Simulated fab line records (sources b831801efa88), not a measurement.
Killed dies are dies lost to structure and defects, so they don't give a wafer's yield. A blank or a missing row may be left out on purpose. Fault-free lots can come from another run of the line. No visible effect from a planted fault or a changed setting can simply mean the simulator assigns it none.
What tool caused it? || flow gf180mcu || Sampling: 24 lots, 72 wafers, 5 of 602 route steps

## WHAT THE GAUGES SHOWED, per wafer
GF_V2_THK_MEAS_03. Usual: V2_CVD_02_THK 850 nm, standard deviation 11.
{"lot": "L074", "measured": "day 19 06:16", "on": "film metro-01", "V2_CVD_02_THK (nm)": "858 852 862", "flag": ""}
{"lot": "L075", "measured": "day 19 09:52", "on": "film metro-04", "V2_CVD_02_THK (nm)": "849 856 851", "flag": ""}
{"lot": "L076", "measured": "day 19 16:50", "on": "film metro-04", "V2_CVD_02_THK (nm)": "829 862 857", "flag": ""}
{"lot": "L077", "measured": "day 20 09:26", "on": "film metro-04", "V2_CVD_02_THK (nm)": "851 856 873", "flag": ""}
{"lot": "L078", "measured": "day 20 22:01", "on": "film metro-04", "V2_CVD_02_THK (nm)": "842 857 863", "flag": ""}
{"lot": "L079", "measured": "day 21 06:10", "on": "film metro-02", "V2_CVD_02_THK (nm)": "857 855 869", "flag": ""}
{"lot": "L080", "measured": "day 21 10:37", "on": "film metro-01", "V2_CVD_02_THK (nm)": "847 860 866", "flag": ""}
{"lot": "L081", "measured": "day 22 08:02", "on": "film metro-01", "V2_CVD_02_THK (nm)": "849 866 862", "flag": ""}
{"lot": "L082", "measured": "day 22 08:41", "on": "film metro-04", "V2_CVD_02_THK (nm)": "840 859 852", "flag": ""}
{"lot": "L083", "measured": "day 22 15:49", "on": "film metro-01", "V2_CVD_02_THK (nm)": "845 857 857", "flag": ""}
{"lot": "L084", "measured": "day 23 01:17", "on": "film metro-01", "V2_CVD_02_THK (nm)": "856 864 844", "flag": ""}
{"lot": "L085", "measured": "day 23 11:14", "on": "film metro-01", "V2_CVD_02_THK (nm)": "842 861 860", "flag": ""}
{"lot": "L086", "measured": "day 23 18:18", "on": "film metro-01", "V2_CVD_02_THK (nm)": "837 848 855", "flag": ""}
{"lot": "L087", "measured": "day 24 02:02", "on": "film metro-02", "V2_CVD_02_THK (nm)": "829 837 837", "flag": ""}
{"lot": "L088", "measured": "day 24 07:45", "on": "film metro-04", "V2_CVD_02_THK (nm)": "854 841 864", "flag": ""}
{"lot": "L089", "measured": "day 24 12:17", "on": "film metro-02", "V2_CVD_02_THK (nm)": "847 828 855", "flag": ""}
{"lot": "L090", "measured": "day 24 21:20", "on": "film metro-01", "V2_CVD_02_THK (nm)": "835 843 846", "flag": ""}
{"lot": "L091", "measured": "day 25 08:26", "on": "film metro-02", "V2_CVD_02_THK (nm)": "851 863 857", "flag": ""}
{"lot": "L092", "measured": "day 26 03:31", "on": "film metro-04", "V2_CVD_02_THK (nm)": "830 840 860", "flag": ""}
{"lot": "L093", "measured": "day 26 13:22", "on": "film metro-01", "V2_CVD_02_THK (nm)": "840 842 834", "flag": ""}
{"lot": "L094", "measured": "day 26 15:14", "on": "film metro-02", "V2_CVD_02_THK (nm)": "830 841 833", "flag": ""}
{"lot": "L095", "measured": "day 26 18:29", "on": "film metro-04", "V2_CVD_02_THK (nm)": "852 866 862", "flag": ""}
{"lot": "L096", "measured": "day 26 23:43", "on": "film metro-01", "V2_CVD_02_THK (nm)": "848 845 851", "flag": ""}
{"lot": "L097", "measured": "day 27 04:28", "on": "film metro-01", "V2_CVD_02_THK (nm)": "846 848 865", "flag": ""}

GF_M3_CD_MEAS_14: target cd 280 nm. Usual: cd nm reads 279.9 nm (standard deviation 1.2).
{"lot": "L074", "measured": "day 21 08:58", "on": "cd sem-01", "cd nm (nm)": "278.4 279.0 280.1", "flag": ""}
{"lot": "L075", "measured": "day 21 12:05", "on": "cd sem-02", "cd nm (nm)": "281.1 282.3 281.3", "flag": ""}
{"lot": "L076", "measured": "day 21 18:35", "on": "cd sem-02", "cd nm (nm)": "280.6 281.3 280.3", "flag": ""}
{"lot": "L077", "measured": "day 22 11:06", "on": "cd sem-01", "cd nm (nm)": "279.4 279.6 278.7", "flag": ""}
{"lot": "L078", "measured": "day 22 21:59", "on": "cd sem-01", "cd nm (nm)": "280.2 279.9 277.7", "flag": ""}
{"lot": "L079", "measured": "day 23 06:35", "on": "cd sem-01", "cd nm (nm)": "280.3 280.7 280.7", "flag": ""}
{"lot": "L080", "measured": "day 23 10:10", "on": "cd sem-02", "cd nm (nm)": "279.3 280.0 279.5", "flag": ""}
{"lot": "L081", "measured": "day 24 07:45", "on": "cd sem-01", "cd nm (nm)": "280.8 279.0 280.1", "flag": ""}
{"lot": "L082", "measured": "day 24 08:06", "on": "cd sem-01", "cd nm (nm)": "280.9 282.4 282.0", "flag": ""}
{"lot": "L083", "measured": "day 24 15:28", "on": "cd sem-01", "cd nm (nm)": "280.3 280.7 279.8", "flag": ""}
{"lot": "L084", "measured": "day 24 23:34", "on": "cd sem-01", "cd nm (nm)": "278.9 280.3 279.4", "flag": ""}
{"lot": "L085", "measured": "day 25 09:17", "on": "cd sem-02", "cd nm (nm)": "280.7 279.4 280.8", "flag": ""}
{"lot": "L086", "measured": "day 25 15:32", "on": "cd sem-01", "cd nm (nm)": "279.8 280.6 280.8", "flag": ""}
{"lot": "L087", "measured": "day 25 22:34", "on": "cd sem-01", "cd nm (nm)": "280.5 279.8 279.2", "flag": ""}
{"lot": "L088", "measured": "day 26 03:08", "on": "cd sem-01", "cd nm (nm)": "279.6 281.3 279.2", "flag": ""}
{"lot": "L089", "measured": "day 26 09:25", "on": "cd sem-02", "cd nm (nm)": "280.5 280.2 280.0", "flag": ""}
{"lot": "L090", "measured": "day 26 16:58", "on": "cd sem-02", "cd nm (nm)": "277.5 276.2 276.8", "flag": ""}
{"lot": "L091", "measured": "day 27 04:56", "on": "cd sem-02", "cd nm (nm)": "280.6 282.0 281.0", "flag": ""}
{"lot": "L092", "measured": "day 27 22:05", "on": "cd sem-01", "cd nm (nm)": "280.9 280.1 281.9", "flag": ""}
{"lot": "L093", "measured": "day 28 07:31", "on": "cd sem-01", "cd nm (nm)": "277.1 277.3 277.7", "flag": ""}
{"lot": "L094", "measured": "day 28 09:58", "on": "cd sem-02", "cd nm (nm)": "279.3 278.8 279.5", "flag": ""}
{"lot": "L095", "measured": "day 28 13:06", "on": "cd sem-01", "cd nm (nm)": "280.0 279.9 280.0", "flag": ""}
{"lot": "L096", "measured": "day 28 17:10", "on": "cd sem-02", "cd nm (nm)": "280.0 280.8 280.2", "flag": ""}
{"lot": "L097", "measured": "day 28 22:05", "on": "cd sem-01", "cd nm (nm)": "279.9 280.8 278.5", "flag": ""}

GF_V5_OVL_MEAS_15. Usual: V5_OVL 2 nm, standard deviation 5.5.
{"lot": "L074", "measured": "day 27 02:23", "on": "overlay-01", "V5_OVL (nm)": "-4 -2 -3", "flag": ""}
{"lot": "L075", "measured": "day 27 06:20", "on": "overlay-01", "V5_OVL (nm)": "8 7 -2", "flag": ""}
{"lot": "L076", "measured": "day 27 11:00", "on": "overlay-01", "V5_OVL (nm)": "-5 1 0", "flag": ""}
{"lot": "L077", "measured": "day 28 03:00", "on": "overlay-01", "V5_OVL (nm)": "-4 5 -1", "flag": ""}
{"lot": "L078", "measured": "day 28 10:26", "on": "overlay-01", "V5_OVL (nm)": "12 14 7", "flag": ""}
{"lot": "L079", "measured": "day 28 17:39", "on": "overlay-02", "V5_OVL (nm)": "7 0 1", "flag": ""}
{"lot": "L080", "measured": "day 29 00:35", "on": "overlay-02", "V5_OVL (nm)": "8 13 3", "flag": ""}
{"lot": "L081", "measured": "day 29 16:47", "on": "overlay-01", "V5_OVL (nm)": "3 6 1", "flag": ""}
{"lot": "L082", "measured": "day 29 17:51", "on": "overlay-02", "V5_OVL (nm)": "5 -5 -7", "flag": ""}
{"lot": "L083", "measured": "day 30 01:49", "on": "overlay-01", "V5_OVL (nm)": "9 9 0", "flag": ""}
{"lot": "L084", "measured": "day 30 07:29", "on": "overlay-02", "V5_OVL (nm)": "4 3 -1", "flag": ""}
{"lot": "L085", "measured": "day 30 14:41", "on": "overlay-01", "V5_OVL (nm)": "-6 -4 -3", "flag": ""}
{"lot": "L086", "measured": "day 30 19:26", "on": "overlay-01", "V5_OVL (nm)": "-5 -2 1", "flag": ""}
{"lot": "L087", "measured": "day 31 00:14", "on": "overlay-02", "V5_OVL (nm)": "7 6 8", "flag": ""}
{"lot": "L088", "measured": "day 31 07:10", "on": "overlay-01", "V5_OVL (nm)": "6 4 4", "flag": ""}
{"lot": "L089", "measured": "day 31 11:21", "on": "overlay-02", "V5_OVL (nm)": "9 9 11", "flag": ""}
{"lot": "L090", "measured": "day 31 17:14", "on": "overlay-02", "V5_OVL (nm)": "-3 -12 -4", "flag": ""}
{"lot": "L091", "measured": "day 32 10:20", "on": "overlay-02", "V5_OVL (nm)": "1 -7 -3", "flag": ""}
{"lot": "L092", "measured": "day 32 19:02", "on": "overlay-01", "V5_OVL (nm)": "9 8 6", "flag": ""}
{"lot": "L093", "measured": "day 33 01:10", "on": "overlay-02", "V5_OVL (nm)": "0 0 3", "flag": ""}
{"lot": "L094", "measured": "day 33 03:31", "on": "overlay-01", "V5_OVL (nm)": "-4 5 -2", "flag": ""}
{"lot": "L095", "measured": "day 33 07:25", "on": "overlay-01", "V5_OVL (nm)": "-1 0 -5", "flag": ""}
{"lot": "L096", "measured": "day 33 10:23", "on": "overlay-01", "V5_OVL (nm)": "-11 -4 0", "flag": ""}
{"lot": "L097", "measured": "day 33 13:44", "on": "overlay-01", "V5_OVL (nm)": "1 5 1", "flag": ""}

## TOOL THAT RAN EACH LOT (tool first, then ch and the chambers of the sampled wafers, then the start)
{"lot": "L074", "GF_M1_SPUTTER_04": "pvd sputter-02, day 16 04:00", "GF_M2_SPUTTER_03": "pvd sputter-03, day 18 05:02"}
{"lot": "L075", "GF_M1_SPUTTER_04": "pvd sputter-03, day 16 09:22", "GF_M2_SPUTTER_03": "pvd sputter-01, day 18 09:18"}
{"lot": "L076", "GF_M1_SPUTTER_04": "pvd sputter-03, day 16 13:27", "GF_M2_SPUTTER_03": "pvd sputter-01, day 18 15:23"}
{"lot": "L077", "GF_M1_SPUTTER_04": "pvd sputter-01, day 17 04:49", "GF_M2_SPUTTER_03": "pvd sputter-01, day 19 07:49"}
{"lot": "L078", "GF_M1_SPUTTER_04": "pvd sputter-02, day 17 17:14", "GF_M2_SPUTTER_03": "pvd sputter-03, day 19 20:35"}
{"lot": "L079", "GF_M1_SPUTTER_04": "pvd sputter-02, day 18 00:25", "GF_M2_SPUTTER_03": "pvd sputter-04, day 20 03:46"}
{"lot": "L080", "GF_M1_SPUTTER_04": "pvd sputter-01, day 18 05:21", "GF_M2_SPUTTER_03": "pvd sputter-04, day 20 08:53"}
{"lot": "L081", "GF_M1_SPUTTER_04": "pvd sputter-01, day 18 21:05", "GF_M2_SPUTTER_03": "pvd sputter-03, day 21 07:40"}
{"lot": "L082", "GF_M1_SPUTTER_04": "pvd sputter-01, day 19 03:32", "GF_M2_SPUTTER_03": "pvd sputter-01, day 21 08:10"}
{"lot": "L083", "GF_M1_SPUTTER_04": "pvd sputter-03, day 19 13:02", "GF_M2_SPUTTER_03": "pvd sputter-01, day 21 15:42"}
{"lot": "L084", "GF_M1_SPUTTER_04": "pvd sputter-01, day 19 23:04", "GF_M2_SPUTTER_03": "pvd sputter-03, day 22 01:59"}
{"lot": "L085", "GF_M1_SPUTTER_04": "pvd sputter-03, day 20 09:32", "GF_M2_SPUTTER_03": "pvd sputter-01, day 22 12:10"}
{"lot": "L086", "GF_M1_SPUTTER_04": "pvd sputter-03, day 20 15:44", "GF_M2_SPUTTER_03": "pvd sputter-04, day 22 18:44"}
{"lot": "L087", "GF_M1_SPUTTER_04": "pvd sputter-01, day 21 00:59", "GF_M2_SPUTTER_03": "pvd sputter-04, day 23 02:32"}
{"lot": "L088", "GF_M1_SPUTTER_04": "pvd sputter-03, day 21 06:48", "GF_M2_SPUTTER_03": "pvd sputter-01, day 23 08:38"}
{"lot": "L089", "GF_M1_SPUTTER_04": "pvd sputter-02, day 21 12:53", "GF_M2_SPUTTER_03": "pvd sputter-04, day 23 13:09"}
{"lot": "L090", "GF_M1_SPUTTER_04": "pvd sputter-03, day 21 23:56", "GF_M2_SPUTTER_03": "pvd sputter-01, day 23 23:38"}
{"lot": "L091", "GF_M1_SPUTTER_04": "pvd sputter-03, day 22 09:41", "GF_M2_SPUTTER_03": "pvd sputter-03, day 24 10:14"}
{"lot": "L092", "GF_M1_SPUTTER_04": "pvd sputter-02, day 23 07:38", "GF_M2_SPUTTER_03": "pvd sputter-03, day 25 05:55"}
{"lot": "L093", "GF_M1_SPUTTER_04": "pvd sputter-03, day 23 16:44", "GF_M2_SPUTTER_03": "pvd sputter-04, day 25 15:23"}
{"lot": "L094", "GF_M1_SPUTTER_04": "pvd sputter-02, day 23 19:15", "GF_M2_SPUTTER_03": "pvd sputter-03, day 25 17:24"}
{"lot": "L095", "GF_M1_SPUTTER_04": "pvd sputter-02, day 23 23:58", "GF_M2_SPUTTER_03": "pvd sputter-03, day 25 21:20"}
{"lot": "L096", "GF_M1_SPUTTER_04": "pvd sputter-02, day 24 03:51", "GF_M2_SPUTTER_03": "pvd sputter-01, day 26 01:58"}
{"lot": "L097", "GF_M1_SPUTTER_04": "pvd sputter-01, day 24 10:11", "GF_M2_SPUTTER_03": "pvd sputter-03, day 26 07:11"}
- GF_M1_SPUTTER_04: material TiN, target thk 50 nm, time 41.7 s.
- GF_M2_SPUTTER_03: material Ti, target thk 10 nm, time 6.7 s.

## AS READ BY THE TOOLS THEMSELVES (means over the sampled wafers that have a number; for cases with no such wafer, the mark the record gives instead)
GF_M1_SPUTTER_04. Usual: throttle valve pct reads 29.7 % (standard deviation 1.2).
{"lot": "L074", "tool": "pvd sputter-02", "throttle valve pct (%)": 30.0, "flag": ""}
{"lot": "L075", "tool": "pvd sputter-03", "throttle valve pct (%)": 30.4, "flag": ""}
{"lot": "L076", "tool": "pvd sputter-03", "throttle valve pct (%)": 29.8, "flag": ""}
{"lot": "L077", "tool": "pvd sputter-01", "throttle valve pct (%)": 28.6, "flag": ""}
{"lot": "L078", "tool": "pvd sputter-02", "throttle valve pct (%)": 30.1, "flag": ""}
{"lot": "L079", "tool": "pvd sputter-02", "throttle valve pct (%)": 29.9, "flag": ""}
{"lot": "L080", "tool": "pvd sputter-01", "throttle valve pct (%)": 29.2, "flag": ""}
{"lot": "L081", "tool": "pvd sputter-01", "throttle valve pct (%)": 28.9, "flag": ""}
{"lot": "L082", "tool": "pvd sputter-01", "throttle valve pct (%)": 28.9, "flag": ""}
{"lot": "L083", "tool": "pvd sputter-03", "throttle valve pct (%)": 29.1, "flag": ""}
{"lot": "L084", "tool": "pvd sputter-01", "throttle valve pct (%)": 28.5, "flag": ""}
{"lot": "L085", "tool": "pvd sputter-03", "throttle valve pct (%)": 29.8, "flag": ""}
{"lot": "L086", "tool": "pvd sputter-03", "throttle valve pct (%)": 30.2, "flag": ""}
{"lot": "L087", "tool": "pvd sputter-01", "throttle valve pct (%)": 29.0, "flag": ""}
{"lot": "L088", "tool": "pvd sputter-03", "throttle valve pct (%)": 28.6, "flag": ""}
{"lot": "L089", "tool": "pvd sputter-02", "throttle valve pct (%)": 30.4, "flag": ""}
{"lot": "L090", "tool": "pvd sputter-03", "throttle valve pct (%)": 29.3, "flag": ""}
{"lot": "L091", "tool": "pvd sputter-03", "throttle valve pct (%)": 29.4, "flag": ""}
{"lot": "L092", "tool": "pvd sputter-02", "throttle valve pct (%)": 30.1, "flag": ""}
{"lot": "L093", "tool": "pvd sputter-03", "throttle valve pct (%)": 29.8, "flag": ""}
{"lot": "L094", "tool": "pvd sputter-02", "throttle valve pct (%)": 30.2, "flag": ""}
{"lot": "L095", "tool": "pvd sputter-02", "throttle valve pct (%)": 30.2, "flag": ""}
{"lot": "L096", "tool": "pvd sputter-02", "throttle valve pct (%)": 30.4, "flag": ""}
{"lot": "L097", "tool": "pvd sputter-01", "throttle valve pct (%)": 28.9, "flag": ""}

GF_M2_SPUTTER_03. Usual: throttle valve pct reads 29.5 % (standard deviation 1.2).
{"lot": "L074", "tool": "pvd sputter-03", "throttle valve pct (%)": 29.3, "flag": ""}
{"lot": "L075", "tool": "pvd sputter-01", "throttle valve pct (%)": 28.5, "flag": ""}
{"lot": "L076", "tool": "pvd sputter-01", "throttle valve pct (%)": 28.0, "flag": ""}
{"lot": "L077", "tool": "pvd sputter-01", "throttle valve pct (%)": 29.2, "flag": ""}
{"lot": "L078", "tool": "pvd sputter-03", "throttle valve pct (%)": 29.3, "flag": ""}
{"lot": "L079", "tool": "pvd sputter-04", "throttle valve pct (%)": 29.6, "flag": ""}
{"lot": "L080", "tool": "pvd sputter-04", "throttle valve pct (%)": 30.3, "flag": ""}
{"lot": "L081", "tool": "pvd sputter-03", "throttle valve pct (%)": 30.3, "flag": ""}
{"lot": "L082", "tool": "pvd sputter-01", "throttle valve pct (%)": 29.3, "flag": ""}
{"lot": "L083", "tool": "pvd sputter-01", "throttle valve pct (%)": 28.8, "flag": ""}
{"lot": "L084", "tool": "pvd sputter-03", "throttle valve pct (%)": 30.5, "flag": ""}
{"lot": "L085", "tool": "pvd sputter-01", "throttle valve pct (%)": 28.4, "flag": ""}
{"lot": "L086", "tool": "pvd sputter-04", "throttle valve pct (%)": 30.4, "flag": ""}
{"lot": "L087", "tool": "pvd sputter-04", "throttle valve pct (%)": 30.0, "flag": ""}
{"lot": "L088", "tool": "pvd sputter-01", "throttle valve pct (%)": 28.3, "flag": ""}
{"lot": "L089", "tool": "pvd sputter-04", "throttle valve pct (%)": 30.1, "flag": ""}
{"lot": "L090", "tool": "pvd sputter-01", "throttle valve pct (%)": 28.9, "flag": ""}
{"lot": "L091", "tool": "pvd sputter-03", "throttle valve pct (%)": 29.7, "flag": ""}
{"lot": "L092", "tool": "pvd sputter-03", "throttle valve pct (%)": 29.6, "flag": ""}
{"lot": "L093", "tool": "pvd sputter-04", "throttle valve pct (%)": 30.5, "flag": ""}
{"lot": "L094", "tool": "pvd sputter-03", "throttle valve pct (%)": 29.9, "flag": ""}
{"lot": "L095", "tool": "pvd sputter-03", "throttle valve pct (%)": 29.4, "flag": ""}
{"lot": "L096", "tool": "pvd sputter-01", "throttle valve pct (%)": 28.8, "flag": ""}
{"lot": "L097", "tool": "pvd sputter-03", "throttle valve pct (%)": 29.4, "flag": ""}

## THE ANSWER, worked out from the rows above alone
Rule: a lot is off if the mean of its wafers that have a number lies more than 3 standard deviations from the usual mean. A lot without any number at a reading at which 4 lots or more have one is off too. All remaining lots with rows at the step are treated as sound. After the gauges, taken in route order, come the tools' own readings; for these a lot's mean is taken, as printed above. At the first step where some lot is off, the reading lying furthest off is the one used; lots without a number count as furthest.
None of the lots is off at any reading shown; this tells nothing.

## WHAT THE SIMULATOR HAD INSERTED
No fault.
